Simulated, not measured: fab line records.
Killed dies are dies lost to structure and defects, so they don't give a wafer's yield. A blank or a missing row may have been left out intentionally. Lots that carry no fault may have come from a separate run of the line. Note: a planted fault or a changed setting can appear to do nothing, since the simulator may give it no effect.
Which tool did it? -- flow gf180mcu -- 36 wafers sampled from 12 lots at 1 step of a route of 602

WHAT THE GAUGES SHOWED, per wafer
GF_SAB_CD_MEAS_09: target cd 420 nm.
lot,measured,on,cd_nm (nm)
L075,day 15 13:29,cd_sem-01,420.7 421.5 420.6
L077,day 15 23:31,cd_sem-02,417.3 419.3 418.2
L079,day 17 05:04,cd_sem-01,421.3 422.1 421.4
L081,day 18 05:43,cd_sem-02,419.2 419.6 418.8
L083,day 18 18:41,cd_sem-02,423.3 424.9 425.4
L085,day 19 12:50,cd_sem-02,417.0 418.6 417.9
L087,day 19 20:47,cd_sem-01,421.1 418.4 421.0
L088,day 20 15:49,cd_sem-01,422.8 423.3 426.3
L091,day 21 06:31,cd_sem-02,415.8 414.1 415.9
L093,day 21 14:40,cd_sem-02,420.1 420.8 420.3
L095,day 22 13:11,cd_sem-02,418.7 417.7 419.5
L097,day 23 02:02,cd_sem-01,418.8 419.2 417.6

TOOL THAT RAN EACH LOT (tool first, then ch and the chambers of the sampled wafers, then the start)
There is no process step in the record ahead of these readings.

THE ANSWER, worked out from the rows above alone
Rule: the lots themselves supply what counts as usual. Put in order of their means at a reading, lots are off if they are a third of the lots or fewer, leave a main group of 4 or more, and stand apart from it by a gap of 3 or more times the standard deviation of the main group's means; of several such gaps the widest counts. The tables above print the reading to a certain number of digits; a main group whose means all agree to those digits is not used. Also off: a lot with no number at a reading for which 4 or more lots have one. The other lots that the step has rows for count as sound.
Nothing can be told from this: no lot is off at any reading shown.

WHAT THE SIMULATOR HAD INSERTED
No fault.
